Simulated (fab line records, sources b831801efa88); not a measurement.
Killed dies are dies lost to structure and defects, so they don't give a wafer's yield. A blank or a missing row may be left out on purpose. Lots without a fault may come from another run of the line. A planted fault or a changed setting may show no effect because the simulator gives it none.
fab line records | flow gf180mcu
record lots=5 wafers=15 last_day=34
route steps=602 shown HV_LDD@213 NSD@235 PSD@248
lots that met no fault: from a run of the same line without faults
start_h: hours from the record's first day to the start of the lot's first wafer shown | wait_h: hours since the lot's step before | " the same as in the row above | L1.1+2: a row that stands for several wafers | - no value, or no start given | * or withheld: withheld | < > ~ a bound
route shown NAME@n: a module of which the file shows steps, and the number in the route of the first | usual: mean/standard deviation of fault-free wafers | same: alike in all rows | chamber/n: place in a boat | sites: the reading at each site | _std_site: their standard deviation | _edge_site: outer sites' mean less inner sites' | radius_mm: how far each site lies from the wafer's centre | mask NAME#n: copy n | behind: the tool/chamber that last shaped the wafer | hold: why the lot was held/for how many hours/how that ended | device: the transistor (n, p or np) that didn't switch | end of line: the same wafers' tests at the end of the route | a step without rows: its recipe alone | killed: dies lost to structure and defects at the first sort, not the wafer's yield | map: a wafer's dies, x killed, . not, _ none there
set.NAME: the setting as run; set.NAME@STEP: as run at that earlier step | model.NAME: the simulator's own value behind a step, which no gauge read
lots at some steps of the route; a table a step, a row a wafer
services: from which hour (start_h, from the record's first day; less than 0 if before it) a tool's chamber was out of use, for how many hours, and why
## steps
# step GF_HV_LDD_STRIP_37
# recipe chemistry=O2/N2 power_w=1400 pressure_mtorr=1500 platen_temp_c=250 o2_flow_sccm=3000 n2_flow_sccm=300 overash_fraction=0.5
# usual drypump_motor_current_A=5.9/0.42 heater_power_w=331/52 n2_flow_sccm=300.0/0.82 oes_product_au=0.716/0.004 strip_time_to_endpoint_s=12.62/0.031
# columns lot.wafer tool chamber start_h wait_h drypump_motor_current_A heater_power_w n2_flow_sccm oes_product_au rf_hours_counter_h strip_time_to_endpoint_s
L076.2 plasma_asher-03 1 272.84 0.1 6.6 275 300.2 0.712 55 12.62
L076.5 " 0 " " 5.8 285 299.1 0.719 - 12.62
L076.6 " 1 " " 6.6 277 298.6 0.721 - 12.62
L077.2 plasma_asher-01 0 289.25 0.1 5.2 320 299.5 0.718 18 12.62
L077.4 " 1 " " 5.7 334 300.4 0.719 - 12.68
L077.5 " 1 " " 5.7 350 300.2 0.721 - 12.62
L089.2 plasma_asher-02 1 381.69 0.1 6.2 302 300.8 0.721 78 12.60
L089.3 " 1 " " 6.2 303 300.7 0.720 - 12.61
L089.5 " 1 " " 6.2 305 299.9 0.715 - 12.64
L090.1 plasma_asher-03 0 388.61 0.1 5.7 285 299.1 0.710 67 12.63
L090.2 " 1 " " 6.6 278 298.7 0.709 67 12.61
L090.5 " 0 " " 5.7 286 299.5 0.713 - 12.65
L094.1 plasma_asher-01 0 423.59 0.1 5.2 316 300.1 0.718 31 12.65
L094.2 " 1 " " 5.7 341 300.6 0.720 31 12.60
L094.5 " 1 " " 5.7 348 300.9 0.716 - 12.65
# step GF_HV_LDD_TW_MEAS_38
# usual HV_LDD_3_TW=1423/24
# columns lot.wafer tool chamber start_h wait_h HV_LDD_3_TW
L076.2 film_metro-03 - 272.95 0.1 1402
L076.5 " - " " 1400
L076.6 " - " " 1397
L077.2 film_metro-03 - 289.36 0.1 1398
L077.4 " - " " 1402
L077.5 " - " " 1405
L089.2 film_metro-03 - 381.80 0.1 1400
L089.3 " - " " 1401
L089.5 " - " " 1400
L090.1 film_metro-02 - 388.71 0.1 1446
L090.2 " - " " 1446
L090.5 " - " " 1451
L094.1 film_metro-01 - 423.69 0.1 1457
L094.2 " - " " 1453
L094.5 " - " " 1456
# step GF_HV_LDD_DEHYDRATE_39
# recipe temp_c=200 time_s=60
# columns lot.wafer tool chamber start_h wait_h
L076.2+5+6 litho_track-02 0 282.41 9.4
L077.2+4+5 litho_track-03 0 299.37 10.0
L089.2+3+5 litho_track-01 0 392.68 10.9
L090.1+2+5 litho_track-01 0 400.15 11.4
L094.1+2+5 litho_track-03 0 434.65 10.9
# step GF_HV_LDD_HMDS_40
# recipe prime_time_s=60 prime_temp_c=120
# columns lot.wafer tool chamber start_h wait_h
L076.2+5+6 litho_track-02 0 282.56 0.1
L077.2+4+5 litho_track-03 0 299.52 0.1
L089.2+3+5 litho_track-01 0 392.83 0.1
L090.1+2+5 litho_track-01 0 400.30 0.1
L094.1+2+5 litho_track-03 0 434.80 0.1
# step GF_HV_LDD_COAT_41
# recipe resist=NOVOLAK spin_rpm=3023 resist_thk_nm=1000
# columns lot.wafer tool chamber start_h wait_h
L076.2+5+6 litho_track-02 0 282.71 0.1
L077.2+4+5 litho_track-03 0 299.67 0.1
L089.2+3+5 litho_track-01 0 392.98 0.1
L090.1+2+5 litho_track-01 0 400.45 0.1
L094.1+2+5 litho_track-03 0 434.95 0.1
# step GF_HV_LDD_SOFTBAKE_42
# recipe temp_c=90 time_s=60 resist=NOVOLAK
# columns lot.wafer tool chamber start_h wait_h
L076.2+5+6 litho_track-02 0 282.86 0.1
L077.2+4+5 litho_track-03 0 299.82 0.1
L089.2+3+5 litho_track-01 0 393.13 0.1
L090.1+2+5 litho_track-01 0 400.60 0.1
L094.1+2+5 litho_track-03 0 435.10 0.1
# step GF_HV_LDD_EXPOSE_43
# recipe mask_id=Pplus_HV_AREA target_cd_nm=400 na=0.6 source_shape=conventional sigma_outer=0.6 dose_mj=140
# same sigma_outer=0.6
# columns lot.wafer tool chamber start_h wait_h mask
L076.2+5+6 iline_stepper-01 0 - - Pplus_HV_AREA#0
L077.2+4+5 iline_stepper-02 0 - - Pplus_HV_AREA#0
L089.2+3+5 iline_stepper-02 0 - - Pplus_HV_AREA#0
L090.1+2+5 iline_stepper-01 0 - - Pplus_HV_AREA#0
L094.1+2+5 iline_stepper-01 0 - - Pplus_HV_AREA#0
# step GF_HV_LDD_PEB_44
# recipe temp_c=withheld time_s=* resist=NOVOLAK
# columns lot.wafer tool chamber start_h wait_h
L076.2+5+6 litho_track-02 0 - -
L077.2+4+5 litho_track-01 0 - -
L089.2+3+5 litho_track-01 0 - -
L090.1+2+5 litho_track-02 0 - -
L094.1+2+5 litho_track-02 0 - -
# step GF_HV_LDD_DEVELOP_45
# recipe develop_time_s=60 dev_temp_c=23
# columns lot.wafer tool chamber start_h wait_h
L076.2+5+6 litho_track-02 0 291.91 0.1
L077.2+4+5 litho_track-01 0 310.13 0.1
L089.2+3+5 litho_track-01 0 405.18 0.1
L090.1+2+5 litho_track-02 0 412.18 0.1
L094.1+2+5 litho_track-02 0 447.58 0.1
# step GF_HV_LDD_CD_MEAS_46
# recipe target_cd_nm=400
# usual cd_nm=400.2/2
# columns lot.wafer tool chamber start_h wait_h cd_nm
L076.2 cd_sem-01 - 292.05 0.1 403.7
L076.5 " - " " 403.4
L076.6 " - " " 403.7
L077.2 cd_sem-02 - 310.28 0.1 398.7
L077.4 " - " " 396.3
L077.5 " - " " 399.1
L089.2 cd_sem-02 - 405.32 0.1 400.9
L089.3 " - " " 399.7
L089.5 " - " " 399.4
L090.1 cd_sem-01 - 412.33 0.1 401.3
L090.2 " - " " 400.0
L090.5 " - " " 400.7
L094.1 cd_sem-01 - 447.73 0.1 402.0
L094.2 " - " " 402.4
L094.5 " - " " 401.5
# step GF_HV_LDD_OVL_MEAS_47
# usual HV_LDD_03_OVL=-0.2/1.4
# columns lot.wafer tool chamber start_h wait_h HV_LDD_03_OVL[nm]
L076.2 overlay-02 - 292.16 0.1 -2.0
L076.5 " - " " -0.2
L076.6 " - " " -2.0
L077.2 overlay-01 - 310.38 0.1 2.6
L077.4 " - " " 1.6
L077.5 " - " " 2.7
L089.2 overlay-02 - 405.43 0.1 1.1
L089.3 " - " " -0.1
L089.5 " - " " -0.2
L090.1 overlay-02 - 412.45 0.1 -0.1
L090.2 " - " " 0.0
L090.5 " - " " -1.3
L094.1 overlay-02 - 447.85 0.1 -2.4
L094.2 " - " " 0.1
L094.5 " - " " -0.9
# step GF_HV_LDD_IMPLANT_48
# recipe species=B energy_kev=25 dose_cm2=3e+13 tilt_deg=7
# usual faraday_current_uA=169/3.4
# columns lot.wafer tool chamber start_h wait_h faraday_current_uA
L076.2 implanter-02 0 292.21 0.0 170
L076.5 " 0 " " 172
L076.6 " 0 " " 164
L077.2 implanter-01 0 310.44 0.0 167
L077.4 " 0 " " 174
L077.5 " 0 " " 165
L089.2 implanter-02 0 405.48 0.0 175
L089.3 " 0 " " 174
L089.5 " 0 " " 172
L090.1 implanter-04 0 412.49 0.0 178
L090.2 " 0 " " 169
L090.5 " 0 " " 160
L094.1 implanter-01 0 447.89 0.0 167
L094.2 " 0 " " 172
L094.5 " 0 " " 172
# step GF_HV_LDD_STRIP_49
# recipe chemistry=O2/N2 power_w=1400 pressure_mtorr=1500 platen_temp_c=250 o2_flow_sccm=3000 n2_flow_sccm=300 overash_fraction=0.5
# usual drypump_motor_current_A=6.0/0.41 heater_power_w=324/55 n2_flow_sccm=299.9/0.88 oes_product_au=0.715/0.0048 strip_time_to_endpoint_s=12.58/0.034
# columns lot.wafer tool chamber start_h wait_h drypump_motor_current_A heater_power_w n2_flow_sccm oes_product_au rf_hours_counter_h strip_time_to_endpoint_s
L076.2 plasma_asher-03 0 292.34 0.1 5.7 284 300.0 0.718 57 12.64
L076.5 " 1 " " 6.6 285 298.7 0.717 - 12.64
L076.6 " 0 " " 5.7 285 299.6 0.713 - 12.61
L077.2 plasma_asher-03 1 310.56 0.1 6.6 277 299.8 0.710 59 12.56
L077.4 " 1 " " 6.6 271 300.7 0.719 - 12.57
L077.5 " 1 " " 6.6 279 299.5 0.717 - 12.56
L089.2 plasma_asher-03 0 405.61 0.1 5.7 287 298.2 0.719 69 12.56
L089.3 " 1 " " 6.6 277 300.3 0.716 - 12.53
L089.5 " 1 " " 6.6 281 298.9 0.708 - 12.54
L090.1 plasma_asher-03 0 412.64 0.1 5.8 301 299.1 0.712 70 12.57
L090.2 " 1 " " 6.6 276 299.3 0.716 70 12.61
L090.5 " 0 " " 5.8 289 302.4 0.719 - 12.57
L094.1 plasma_asher-02 1 448.04 0.1 6.3 298 300.6 0.719 85 12.62
L094.2 " 0 " " 5.7 423 299.7 0.718 85 12.61
L094.5 " 0 " " 5.8 424 299.4 0.716 - 12.61
# step GF_HV_LDD_TW_MEAS_50
# usual HV_LDD_4_TW=567/8.7
# columns lot.wafer tool chamber start_h wait_h HV_LDD_4_TW
L076.2 film_metro-03 - 292.45 0.1 560
L076.5 " - " " 555
L076.6 " - " " 556
L077.2 film_metro-01 - 310.67 0.1 572
L077.4 " - " " 574
L077.5 " - " " 576
L089.2 film_metro-03 - 405.72 0.1 554
L089.3 " - " " 556
L089.5 " - " " 556
L090.1 film_metro-03 - 412.74 0.1 556
L090.2 " - " " 553
L090.5 " - " " 555
L094.1 film_metro-03 - 448.14 0.1 554
L094.2 " - " " 556
L094.5 " - " " 558
# step GF_HV_LDD_CLEAN_51
# recipe chemistry=SC1/SC2 mix=1:4:20 temp_c=70 time_s=150 dry=n2_spin
# columns lot.wafer tool chamber start_h wait_h
L076.2+5+6 wet_bench-02 3 292.50 0.0
L077.2+4+5 wet_bench-03 0 310.72 0.0
L089.2+3+5 wet_bench-03 2 405.77 0.0
L090.1+2+5 wet_bench-02 1 412.80 0.1
L094.1+2+5 wet_bench-03 0 448.20 0.1
# step GF_HV_LDD_RTA_52
# recipe temp_c=1000 time_s=10 ambient=N2
# usual lamp_power_pct=33.1/1.9 wafer_temp_C_max=1004.6/1.1
# columns lot.wafer tool chamber start_h wait_h lamp_power_pct wafer_temp_C_max
L076.2 rtp_anneal-02 0 292.56 0.0 34.1 1003.9
L076.5 " 0 " " 34.1 1004.2
L076.6 " 0 " " 34.1 1004.1
L077.2 rtp_anneal-02 0 310.78 0.0 34.2 1004.0
L077.4 " 0 " " 34.1 1005.9
L077.5 " 0 " " 34.0 1004.0
L089.2 rtp_anneal-02 0 405.83 0.0 34.2 1005.8
L089.3 " 0 " " 34.1 1003.8
L089.5 " 0 " " 34.1 1004.2
L090.1 rtp_anneal-02 0 412.90 0.0 34.1 1004.5
L090.2 " 0 " " 34.1 1004.7
L090.5 " 0 " " 34.1 1005.2
L094.1 rtp_anneal-02 0 448.25 0.0 34.1 1002.9
L094.2 " 0 " " 34.1 1003.9
L094.5 " 0 " " 34.1 1003.9
# step GF_HV_LDD_RS_MEAS_53
# recipe thk_meas_gauge=four-point-probe
# usual HV_LDD_RS=418.4/1.1
# columns lot.wafer tool chamber start_h wait_h HV_LDD_RS[ohm/sq]
L076.2 film_metro-01 - 292.63 0.1 418.4
L076.5 " - " " 418.7
L076.6 " - " " 418.5
L077.2 film_metro-01 - 310.86 0.1 420.6
L077.4 " - " " 421.2
L077.5 " - " " 420.3
L089.2 film_metro-02 - 405.91 0.1 418.8
L089.3 " - " " 419.0
L089.5 " - " " 418.6
L090.1 film_metro-01 - 412.97 0.1 419.2
L090.2 " - " " 418.2
L090.5 " - " " 418.7
L094.1 film_metro-01 - 448.32 0.1 419.6
L094.2 " - " " 419.3
L094.5 " - " " 418.5
# step GF_HV_LDD_CVD_54
# recipe material=SiO2 target_thk_nm=10 precursor=TEOS temp_c=680 time_s=75 pressure_mtorr=400
# usual spike_tc_centre_C=680.1/1.3 spike_tc_lower_C=680.6/1 susceptor_temp_C=680.0/0.31 zone_power_bottom_pct=15.5/0.87
# columns lot.wafer tool chamber start_h wait_h spike_tc_centre_C spike_tc_lower_C susceptor_temp_C zone_power_bottom_pct
L076.2 lpcvd-02 1 292.73 0.1 677.6 681.3 680.1 15.2
L076.5 " 1 " " 678.8 681.3 679.9 15.0
L076.6 " 1 " " 678.1 680.8 680.0 14.8
L077.2 lpcvd-02 0 310.96 0.1 680.5 679.8 679.6 14.7
L077.4 " 0 " " 678.9 677.5 679.3 14.5
L077.5 " 0 " " 680.6 681.3 679.9 14.7
L089.2 lpcvd-02 0 406.01 0.1 680.3 680.8 679.6 14.6
L089.3 " 0 " " 679.0 681.1 680.0 14.7
L089.5 " 0 " " 680.0 681.5 679.9 14.7
L090.1 lpcvd-01 1 413.09 0.1 679.7 680.0 679.9 16.1
L090.2 " 1 " " 681.0 679.9 680.4 15.7
L090.5 " 1 " " 682.1 680.8 679.9 15.9
L094.1 lpcvd-02 1 448.44 0.1 679.5 682.7 680.2 14.6
L094.2 " 1 " " 679.2 680.7 680.2 15.0
L094.5 " 1 " " 679.1 680.9 680.2 14.9
# step GF_HV_LDD_THK_MEAS_55
# recipe reads=SiO2_of_HV_LDD_CVD_54
# usual HV_LDD_CVD_54_THK=10.05/0.13
# columns lot.wafer tool chamber start_h wait_h HV_LDD_CVD_54_THK[nm]
L076.2 film_metro-01 - 293.77 0.0 10.11
L076.5 " - " " 10.09
L076.6 " - " " 10.16
L077.2 film_metro-01 - 311.99 0.0 10.05
L077.4 " - " " 9.93
L077.5 " - " " 10.12
L089.2 film_metro-01 - 407.04 0.0 10.28
L089.3 " - " " 10.18
L089.5 " - " " 10.22
L090.1 film_metro-02 - 414.11 0.0 10.21
L090.2 " - " " 10.16
L090.5 " - " " 10.23
L094.1 film_metro-02 - 449.46 0.0 9.90
L094.2 " - " " 10.00
L094.5 " - " " 10.10
# step GF_HV_LDD_CVD_56
# recipe material=Si3N4 precursor=DCS/NH3 target_thk_nm=90 temp_c=770 time_s=1543 pressure_mtorr=250
# usual spike_tc_centre_C=769.8/1.1 spike_tc_lower_C=770.7/0.95 susceptor_temp_C=769.9/0.34 zone_power_bottom_pct=19.9/1.4
# columns lot.wafer tool chamber start_h wait_h spike_tc_centre_C spike_tc_lower_C susceptor_temp_C zone_power_bottom_pct
L076.2 lpcvd-02 1 293.82 0.0 770.4 770.2 770.3 18.9
L076.5 " 1 " " 770.3 769.6 769.7 19.3
L076.6 " 1 " " 768.3 768.8 770.3 18.8
L077.2 lpcvd-02 1 312.04 0.0 769.5 769.8 770.0 19.2
L077.4 " 1 " " 769.4 771.8 770.0 18.9
L077.5 " 1 " " 768.5 771.9 769.8 18.9
L089.2 lpcvd-02 1 407.09 0.0 768.8 772.6 770.1 19.0
L089.3 " 1 " " 769.3 770.0 769.8 18.9
L089.5 " 1 " " 770.8 770.3 770.3 18.9
L090.1 lpcvd-01 1 414.17 0.1 771.1 769.1 770.1 20.2
L090.2 " 1 " " 771.6 768.8 769.8 20.3
L090.5 " 1 " " 772.0 770.6 770.1 20.4
L094.1 lpcvd-01 0 449.52 0.1 769.8 770.9 769.4 22.0
L094.2 " 0 " " 769.6 771.0 769.6 21.7
L094.5 " 0 " " 769.1 771.6 769.8 22.2
# step GF_HV_LDD_THK_MEAS_57
# recipe reads=Si3N4_of_HV_LDD_CVD_56
# usual HV_LDD_CVD_56_THK=90.4/0.93
# columns lot.wafer tool chamber start_h wait_h HV_LDD_CVD_56_THK[nm]
L076.2 film_metro-01 - 295.25 0.0 91.1
L076.5 " - " " 91.1
L076.6 " - " " 91.3
L077.2 film_metro-02 - 313.48 0.0 89.9
L077.4 " - " " 90.2
L077.5 " - " " 89.6
L089.2 film_metro-01 - 408.53 0.0 91.3
L089.3 " - " " 91.2
L089.5 " - " " 92.1
L090.1 film_metro-01 - 415.60 0.0 90.6
L090.2 " - " " 90.5
L090.5 " - " " 90.5
L094.1 film_metro-01 - 450.95 0.0 88.9
L094.2 " - " " 88.9
L094.5 " - " " 89.3
# step GF_HV_LDD_ETCHBACK_58
# recipe chemistry=CH3F/O2 target=Si3N4 stop_on=SiO2 source_w=400 bias_w=80 pressure_mtorr=25 ch3f_flow_sccm=40 O2_flow_sccm=30 time_s=100 target_depth_a=900
# usual drypump_motor_current_A=5.7/0.46 oes_product_au=0.845/0.0067 throttle_valve_pct=10.562/0.0097
# columns lot.wafer tool chamber start_h wait_h drypump_motor_current_A oes_product_au rf_hours_counter_h throttle_valve_pct
L076.2 rie_diel-03 2 295.30 0.0 6.6 0.847 12 10.567
L076.5 " 2 " " 6.6 0.845 - 10.560
L076.6 " 0 " " 5.2 0.856 - 10.555
L077.2 rie_diel-03 0 313.53 0.0 5.2 0.849 85 10.566
L077.4 " 1 " " 5.7 0.839 51 10.563
L077.5 " 1 " " 5.7 0.846 - 10.540
L089.2 rie_diel-02 2 408.58 0.0 5.5 0.845 7 10.557
L089.3 " 3 " " 5.3 0.847 52 10.570
L089.5 " 0 " " 6.2 0.858 - 10.561
L090.1 rie_diel-02 0 415.66 0.1 6.2 0.844 55 10.560
L090.2 " 1 " " 4.9 0.843 68 10.556
L090.5 " 0 " " 6.2 0.848 - 10.546
L094.1 rie_diel-01 0 451.01 0.1 5.6 0.838 4 10.555
L094.2 " 1 " " 5.9 0.836 10 10.561
L094.5 " 0 " " 5.5 0.834 - 10.549
# step GF_NSD_DEHYDRATE_00
# recipe temp_c=200 time_s=60
# columns lot.wafer tool chamber start_h wait_h
L076.2+5+6 litho_track-04 0 305.09 9.7
L077.2+4+5 litho_track-04 0 323.04 9.5
L089.2+3+5 litho_track-03 0 420.12 11.5
L090.1+2+5 litho_track-01 0 427.30 11.6
L094.1+2+5 litho_track-01 0 462.60 11.6
# step GF_NSD_HMDS_01
# recipe prime_time_s=60 prime_temp_c=120
# columns lot.wafer tool chamber start_h wait_h
L076.2+5+6 litho_track-04 0 305.24 0.1
L077.2+4+5 litho_track-04 0 323.19 0.1
L089.2+3+5 litho_track-03 0 420.27 0.1
L090.1+2+5 litho_track-01 0 427.45 0.1
L094.1+2+5 litho_track-01 0 462.75 0.1
# step GF_NSD_COAT_02
# recipe resist=NOVOLAK spin_rpm=3000 resist_thk_nm=1000
# columns lot.wafer tool chamber start_h wait_h
L076.2+5+6 litho_track-04 0 305.39 0.1
L077.2+4+5 litho_track-04 0 323.34 0.1
L089.2+3+5 litho_track-03 0 420.42 0.1
L090.1+2+5 litho_track-01 0 427.60 0.1
L094.1+2+5 litho_track-01 0 462.90 0.1
# step GF_NSD_SOFTBAKE_03
# recipe temp_c=90 time_s=60 resist=NOVOLAK
# columns lot.wafer tool chamber start_h wait_h
L076.2+5+6 litho_track-04 0 305.54 0.1
L077.2+4+5 litho_track-04 0 323.49 0.1
L089.2+3+5 litho_track-03 0 420.57 0.1
L090.1+2+5 litho_track-01 0 427.75 0.1
L094.1+2+5 litho_track-01 0 463.05 0.1
# step GF_NSD_EXPOSE_04
# recipe mask_id=Nplus target_cd_nm=400 na=0.6 source_shape=conventional sigma_outer=0.6 dose_mj=140
# same sigma_outer=0.6
# columns lot.wafer tool chamber start_h wait_h mask
L076.2+5+6 iline_stepper-02 0 - - Nplus#0
L077.2+4+5 iline_stepper-02 0 - - Nplus#0
L089.2+3+5 iline_stepper-01 0 - - Nplus#0
L090.1+2+5 iline_stepper-01 0 - - Nplus#0
L094.1+2+5 iline_stepper-01 0 - - Nplus#0
# step GF_NSD_PEB_05
# recipe temp_c=withheld time_s=* resist=NOVOLAK
# columns lot.wafer tool chamber start_h wait_h
L076.2+5+6 litho_track-01 0 - -
L077.2+4+5 litho_track-03 0 - -
L089.2+3+5 litho_track-01 0 - -
L090.1+2+5 litho_track-03 0 - -
L094.1+2+5 litho_track-01 0 - -
# step GF_NSD_DEVELOP_06
# recipe develop_time_s=60 dev_temp_c=23
# columns lot.wafer tool chamber start_h wait_h
L076.2+5+6 litho_track-01 0 315.73 0.1
L077.2+4+5 litho_track-03 0 333.67 0.1
L089.2+3+5 litho_track-01 0 432.28 0.1
L090.1+2+5 litho_track-03 0 438.75 0.1
L094.1+2+5 litho_track-01 0 475.85 0.1
# step GF_NSD_CD_MEAS_07
# recipe target_cd_nm=400
# usual cd_nm=400.3/1.9
# columns lot.wafer tool chamber start_h wait_h cd_nm
L076.2 cd_sem-02 - 315.88 0.1 401.7
L076.5 " - " " 401.5
L076.6 " - " " 400.4
L077.2 cd_sem-02 - 333.82 0.1 399.4
L077.4 " - " " 397.8
L077.5 " - " " 398.8
L089.2 cd_sem-01 - 432.42 0.1 399.0
L089.3 " - " " 399.1
L089.5 " - " " 401.7
L090.1 cd_sem-02 - 438.90 0.1 402.8
L090.2 " - " " 403.1
L090.5 " - " " 400.7
L094.1 cd_sem-01 - 476.00 0.1 401.6
L094.2 " - " " 403.3
L094.5 " - " " 400.9
# step GF_NSD_OVL_MEAS_08
# usual NSD_OVL=1.1/1.4
# columns lot.wafer tool chamber start_h wait_h NSD_OVL[nm]
L076.2 overlay-02 - 315.98 0.1 2.2
L076.5 " - " " 0.6
L076.6 " - " " 2.4
L077.2 overlay-01 - 333.92 0.1 1.8
L077.4 " - " " 2.2
L077.5 " - " " 3.5
L089.2 overlay-02 - 432.53 0.1 0.8
L089.3 " - " " 1.9
L089.5 " - " " 0.7
L090.1 overlay-01 - 439.02 0.1 -0.7
L090.2 " - " " -1.0
L090.5 " - " " -1.1
L094.1 overlay-01 - 476.12 0.1 0.7
L094.2 " - " " 1.5
L094.5 " - " " 0.8
# step GF_NSD_IMPLANT_09
# recipe species=As energy_kev=60 dose_cm2=4e+15 tilt_deg=7
# usual faraday_current_uA=12034/330
# columns lot.wafer tool chamber start_h wait_h faraday_current_uA
L076.2 implanter-03 0 316.04 0.1 11545
L076.5 " 0 " " 11757
L076.6 " 0 " " 11656
L077.2 implanter-03 0 333.98 0.0 12266
L077.4 " 0 " " 11762
L077.5 " 0 " " 11805
L089.2 implanter-03 0 432.58 0.0 11741
L089.3 " 0 " " 11454
L089.5 " 0 " " 11814
L090.1 implanter-02 0 439.05 0.0 12213
L090.2 " 0 " " 11924
L090.5 " 0 " " 12128
L094.1 implanter-04 0 476.16 0.0 12706
L094.2 " 0 " " 12778
L094.5 " 0 " " 12498
# step GF_NSD_IMPLANT_10
# recipe species=P energy_kev=40 dose_cm2=5e+14 tilt_deg=7
# usual faraday_current_uA=2785/58
# columns lot.wafer tool chamber start_h wait_h faraday_current_uA
L076.2 implanter-03 0 316.19 0.1 2777
L076.5 " 0 " " 2791
L076.6 " 0 " " 2721
L077.2 implanter-03 0 334.13 0.1 2797
L077.4 " 0 " " 2731
L077.5 " 0 " " 2855
L089.2 implanter-03 0 432.73 0.1 2822
L089.3 " 0 " " 2850
L089.5 " 0 " " 2831
L090.1 implanter-02 0 439.20 0.1 2748
L090.2 " 0 " " 2749
L090.5 " 0 " " 2764
L094.1 implanter-04 0 476.31 0.1 2821
L094.2 " 0 " " 2739
L094.5 " 0 " " 2841
# step GF_NSD_STRIP_11
# recipe chemistry=O2/N2 power_w=1400 pressure_mtorr=1500 platen_temp_c=250 o2_flow_sccm=3000 n2_flow_sccm=300 overash_fraction=0.5
# usual drypump_motor_current_A=5.6/0.41 heater_power_w=346/47 n2_flow_sccm=300.2/0.84 oes_product_au=0.487/0.0048 strip_time_to_endpoint_s=22.95/0.044
# columns lot.wafer tool chamber start_h wait_h drypump_motor_current_A heater_power_w n2_flow_sccm oes_product_au rf_hours_counter_h strip_time_to_endpoint_s
L076.2 plasma_asher-01 1 316.32 0.1 5.7 337 300.1 0.490 20 22.98
L076.5 " 0 " " 5.2 320 298.4 0.493 - 23.01
L076.6 " 1 " " 5.7 340 299.1 0.485 - 23.01
L077.2 plasma_asher-01 0 334.25 0.1 5.2 319 299.7 0.484 22 22.94
L077.4 " 1 " " 5.7 342 300.0 0.487 - 22.93
L077.5 " 1 " " 5.7 345 299.9 0.488 - 22.96
L089.2 plasma_asher-01 0 432.86 0.1 5.2 322 299.3 0.489 33 23.00
L089.3 " 1 " " 5.7 346 301.0 0.483 - 23.05
L089.5 " 0 " " 5.2 318 298.5 0.488 - 23.01
L090.1 plasma_asher-02 0 439.35 0.1 5.8 435 300.5 0.479 84 23.02
L090.2 " 1 " " 6.3 302 300.6 0.483 84 22.95
L090.5 " 1 " " 6.2 306 299.9 0.490 - 22.96
L094.1 plasma_asher-04 0 476.46 0.1 4.9 387 299.9 0.489 68 22.91
L094.2 " 1 " " 6.0 309 300.1 0.490 68 22.90
L094.5 " 0 " " 4.9 382 300.2 0.483 - 22.90
# step GF_NSD_TW_MEAS_12
# usual NSD_TW=4245/36
# columns lot.wafer tool chamber start_h wait_h NSD_TW
L076.2 film_metro-04 - 316.43 0.1 4188
L076.5 " - " " 4200
L076.6 " - " " 4181
L077.2 film_metro-02 - 334.36 0.1 4239
L077.4 " - " " 4249
L077.5 " - " " 4264
L089.2 film_metro-02 - 432.97 0.1 4312
L089.3 " - " " 4327
L089.5 " - " " 4317
L090.1 film_metro-04 - 439.45 0.1 4192
L090.2 " - " " 4190
L090.5 " - " " 4213
L094.1 film_metro-04 - 476.56 0.1 4206
L094.2 " - " " 4210
L094.5 " - " " 4209
# step GF_PSD_DEHYDRATE_00
# recipe temp_c=200 time_s=60
# columns lot.wafer tool chamber start_h wait_h
L076.2+5+6 litho_track-04 0 326.74 10.3
L077.2+4+5 litho_track-04 0 344.69 10.3
L089.2+3+5 litho_track-04 0 443.94 11.0
L090.1+2+5 litho_track-04 0 451.36 11.9
L094.1+2+5 litho_track-02 0 487.68 11.1
# step GF_PSD_HMDS_01
# recipe prime_time_s=60 prime_temp_c=120
# columns lot.wafer tool chamber start_h wait_h
L076.2+5+6 litho_track-04 0 326.89 0.1
L077.2+4+5 litho_track-04 0 344.84 0.1
L089.2+3+5 litho_track-04 0 444.09 0.1
L090.1+2+5 litho_track-04 0 451.51 0.1
L094.1+2+5 litho_track-02 0 487.83 0.1
# step GF_PSD_COAT_02
# recipe resist=NOVOLAK spin_rpm=2943 resist_thk_nm=1000
# columns lot.wafer tool chamber start_h wait_h
L076.2+5+6 litho_track-04 0 327.04 0.1
L077.2+4+5 litho_track-04 0 344.99 0.1
L089.2+3+5 litho_track-04 0 444.24 0.1
L090.1+2+5 litho_track-04 0 451.66 0.1
L094.1+2+5 litho_track-02 0 487.98 0.1
# step GF_PSD_SOFTBAKE_03
# recipe temp_c=90 time_s=60 resist=NOVOLAK
# columns lot.wafer tool chamber start_h wait_h
L076.2+5+6 litho_track-04 0 327.19 0.1
L077.2+4+5 litho_track-04 0 345.14 0.1
L089.2+3+5 litho_track-04 0 444.39 0.1
L090.1+2+5 litho_track-04 0 451.81 0.1
L094.1+2+5 litho_track-02 0 488.13 0.1
# step GF_PSD_EXPOSE_04
# recipe mask_id=Pplus target_cd_nm=400 na=0.6 source_shape=conventional sigma_outer=0.6 dose_mj=140
# same sigma_outer=0.6
# columns lot.wafer tool chamber start_h wait_h mask
L076.2+5+6 iline_stepper-01 0 - - Pplus#0
L077.2+4+5 iline_stepper-02 0 - - Pplus#0
L089.2+3+5 iline_stepper-01 0 - - Pplus#0
L090.1+2+5 iline_stepper-02 0 - - Pplus#0
L094.1+2+5 iline_stepper-02 0 - - Pplus#0
# step GF_PSD_PEB_05
# recipe temp_c=withheld time_s=* resist=NOVOLAK
# columns lot.wafer tool chamber start_h wait_h
L076.2+5+6 litho_track-03 0 - -
L077.2+4+5 litho_track-04 0 - -
L089.2+3+5 litho_track-03 0 - -
L090.1+2+5 litho_track-02 0 - -
L094.1+2+5 litho_track-02 0 - -
# step GF_PSD_DEVELOP_06
# recipe develop_time_s=60 dev_temp_c=23
# columns lot.wafer tool chamber start_h wait_h
L076.2+5+6 litho_track-03 0 337.17 0.1
L077.2+4+5 litho_track-04 0 356.04 0.1
L089.2+3+5 litho_track-03 0 456.97 0.1
L090.1+2+5 litho_track-02 0 463.83 0.1
L094.1+2+5 litho_track-02 0 500.28 0.1
## services
# columns tool chamber start_h hours kind
implanter-03 - 252.15 4.7 repair
iline_stepper-01 - 260.43 1.2 repair
implanter-03 - 268.95 1.8 repair
iline_stepper-02 - 273.78 2.2 repair
implanter-04 - 275.50 52.6 pm
implanter-02 - 300.90 42.0 repair
iline_stepper-02 - 313.02 0.6 repair
iline_stepper-01 - 320.00 7.2 repair
plasma_asher-02 - 321.88 1.0 repair
implanter-04 - 330.94 2.3 repair
plasma_asher-01 - 338.66 0.6 repair
implanter-04 - 350.54 2.4 repair
plasma_asher-02 - 353.94 0.5 repair
implanter-02 - 355.88 1.8 repair
implanter-02 - 363.95 22.6 repair
iline_stepper-01 - 377.32 4.4 pm
implanter-02 - 386.78 1.3 repair
iline_stepper-01 - 417.35 1.7 pm
plasma_asher-03 - 421.25 9.0 pm
iline_stepper-02 - 438.55 1.7 pm
plasma_asher-03 - 448.85 41.1 pm
iline_stepper-02 - 458.05 2.1 pm
implanter-03 - 472.23 0.6 repair
lpcvd-02 - 492.84 1.2 repair
## key
fault none
